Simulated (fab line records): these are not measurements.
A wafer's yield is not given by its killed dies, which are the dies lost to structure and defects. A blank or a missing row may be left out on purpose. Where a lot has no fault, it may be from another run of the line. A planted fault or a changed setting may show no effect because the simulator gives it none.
Which tool is to blame? | flow sky130 | 10 lots with 30 wafers sampled at 6 steps, on a route of 708 steps

## WHAT THE GAUGES SHOWED, per wafer
SKY_METAL3_OVL_MEAS_14.
lot  | measured     | on         | METAL3_OVL (nm)
L646 | day 39 13:16 | overlay-02 | 8 0 1
L647 | day 39 14:47 | overlay-01 | 3 -3 -10
L648 | day 40 07:50 | overlay-02 | -8 -5 -2
L650 | day 41 00:03 | overlay-01 | 0 2 8
L651 | day 41 00:20 | overlay-02 | -3 -5 -2
L652 | day 41 05:39 | overlay-01 | 5 -5 1
L655 | day 42 12:48 | overlay-02 | -4 4 6
L658 | day 43 08:50 | overlay-01 | -7 -13 -7
L662 | day 44 04:41 | overlay-02 | 1 -2 -3
L666 | day 45 09:11 | overlay-02 | -2 1 0

SKY_CAP2M_THK_MEAS_01.
lot  | measured     | on            | CAP2M_CVD_00_THK (nm)
L646 | day 40 17:38 | film metro-04 | 15.31 15.73 15.72
L647 | day 40 19:06 | film metro-03 | 15.13 15.76 15.44
L648 | day 41 12:22 | film metro-03 | 15.16 15.50 15.46
L650 | day 42 04:55 | film metro-04 | 15.39 15.43 15.40
L651 | day 42 05:31 | film metro-04 | 15.35 15.58 15.65
L652 | day 42 10:41 | film metro-03 | 15.44 15.68 16.02
L655 | day 43 15:28 | film metro-03 | 15.45 15.58 15.70
L658 | day 44 10:28 | film metro-04 | 15.49 15.54 15.60
L662 | day 45 06:16 | film metro-03 | 15.32 15.24 15.23
L666 | day 46 09:27 | film metro-01 | 15.05 15.27 15.41

SKY_CAP2M_RS_MEAS_03: a four-point-probe measurement.
lot  | measured     | on            | CAP2M_TIN_RS (ohm/sq)
L646 | day 40 17:49 | film metro-01 | 6.89 6.75 6.90
L647 | day 40 19:16 | film metro-04 | 6.94 6.84 6.83
L648 | day 41 12:32 | film metro-01 | 6.98 6.87 6.86
L650 | day 42 05:05 | film metro-01 | 6.78 6.86 6.72
L651 | day 42 05:41 | film metro-01 | 6.88 6.81 6.80
L652 | day 42 10:53 | film metro-03 | 6.84 6.82 6.82
L655 | day 43 15:38 | film metro-04 | 7.10 6.87 6.88
L658 | day 44 10:38 | film metro-03 | 6.79 6.84 6.90
L662 | day 45 06:26 | film metro-01 | 6.78 6.91 8.45
L666 | day 46 09:37 | film metro-01 | 6.87 6.90 6.92

SKY_CAP2M_THK_MEAS_04: measures by xrf.
lot  | measured     | on            | CAP2M_TIN_THK (nm)
L646 | day 40 17:55 | film metro-01 | 195 199 195
L647 | day 40 19:23 | film metro-04 | 197 201 201
L648 | day 41 12:39 | film metro-01 | 192 196 196
L650 | day 42 05:13 | film metro-01 | 199 197 200
L651 | day 42 05:49 | film metro-01 | 196 198 198
L652 | day 42 11:00 | film metro-03 | 198 199 199
L655 | day 43 15:45 | film metro-04 | 193 198 199
L658 | day 44 10:45 | film metro-03 | 199 198 197
L662 | day 45 06:34 | film metro-01 | 198 196 162
L666 | day 46 09:44 | film metro-01 | 195 194 195

## WHICH TOOL RAN EACH LOT (tool, then ch and the chambers of the sampled wafers, then the start)
lot  | SKY_METAL4_SPUTTER_03        | SKY_CAP2M_SPUTTER_02
L646 | pvd sputter-04, day 40 17:31 | pvd sputter-01, day 40 17:43
L647 | pvd sputter-04, day 40 19:01 | pvd sputter-01, day 40 19:10
L648 | pvd sputter-04, day 41 12:16 | pvd sputter-03, day 41 12:25
L650 | pvd sputter-04, day 42 04:50 | pvd sputter-01, day 42 04:59
L651 | pvd sputter-02, day 42 05:26 | pvd sputter-03, day 42 05:35
L652 | pvd sputter-02, day 42 10:35 | pvd sputter-03, day 42 10:44
L655 | pvd sputter-02, day 43 15:22 | pvd sputter-01, day 43 15:31
L658 | pvd sputter-02, day 44 10:22 | pvd sputter-04, day 44 10:31
L662 | pvd sputter-03, day 45 06:11 | pvd sputter-01, day 45 06:20
L666 | pvd sputter-02, day 46 09:21 | pvd sputter-03, day 46 09:30
- SKY_METAL4_SPUTTER_03: material Ti, target thk 5 nm, time 3.3 s.
- SKY_CAP2M_SPUTTER_02: material TiN, target thk 200 nm, time 166.7 s.

## AS READ BY THE TOOLS THEMSELVES (means over the sampled wafers that have a number; for cases with no such wafer, the mark the record gives instead)
SKY_METAL4_SPUTTER_03.
lot  | tool           | cathode dc power W (W) | throttle valve pct (%)
L646 | pvd sputter-04 | 3000.0                 | 30.0
L647 | pvd sputter-04 | 2999.8                 | 28.9
L648 | pvd sputter-04 | 3000.2                 | 30.6
L650 | pvd sputter-04 | 3000.2                 | 30.1
L651 | pvd sputter-02 | 3000.2                 | 30.7
L652 | pvd sputter-02 | 3000.5                 | 30.7
L655 | pvd sputter-02 | 3000.4                 | 29.6
L658 | pvd sputter-02 | 3000.5                 | 30.1
L662 | pvd sputter-03 | 3000.3                 | 30.3
L666 | pvd sputter-02 | 2999.6                 | 29.5

SKY_CAP2M_SPUTTER_02.
lot  | tool           | cathode dc power W (W) | throttle valve pct (%)
L646 | pvd sputter-01 | 6500.0                 | 30.5
L647 | pvd sputter-01 | 6499.3                 | 29.8
L648 | pvd sputter-03 | 6500.7                 | 30.3
L650 | pvd sputter-01 | 6500.6                 | 30.4
L651 | pvd sputter-03 | 6499.8                 | 30.4
L652 | pvd sputter-03 | 6499.4                 | 30.6
L655 | pvd sputter-01 | 6500.6                 | 30.4
L658 | pvd sputter-04 | 6500.1                 | 29.7
L662 | pvd sputter-01 | 6034.8                 | 30.3
L666 | pvd sputter-03 | 6500.0                 | 30.6

## THE ANSWER, worked out from the rows above alone
Rule: usual is defined by the lots themselves. The widest of any qualifying gaps counts: lots, ordered by their means at a reading, are off when they make up no more than a third of the lots, leave a main group of 4 or more, and stand apart from it by 3 or more times the standard deviation of that group's means. A main group whose means are all the same, to the digits that the tables above print for the reading, isn't used. A lot without any number at a reading at which 4 lots or more have one is off too. Any other lot the step has rows for is counted as sound. First the gauges in route order, then the tools' own readings, where a lot's mean is used as printed above. At the first step where some lot is off, the reading lying furthest off is the one used; lots without a number count as furthest.
Off: L662, at SKY_CAP2M_RS_MEAS_03 (CAP2M_TIN_RS). The main group has a mean of 6.86 ohm/sq with a standard deviation of 0.046.
A tool fits if, at a process step before that reading, it ran every lot that is off, and no sound lot after the first of them. The gauges at SKY_CAP2M_RS_MEAS_03 aren't tried: what is off there is off at SKY_CAP2M_SPUTTER_02 too, on other tools, and a gauge's error can't cause that. Can't be told from this: 2 tools fit, pvd sputter-03 at SKY_METAL4_SPUTTER_03, pvd sputter-01 at SKY_CAP2M_SPUTTER_02.

## WHAT HAD BEEN PUT IN BY THE SIMULATOR
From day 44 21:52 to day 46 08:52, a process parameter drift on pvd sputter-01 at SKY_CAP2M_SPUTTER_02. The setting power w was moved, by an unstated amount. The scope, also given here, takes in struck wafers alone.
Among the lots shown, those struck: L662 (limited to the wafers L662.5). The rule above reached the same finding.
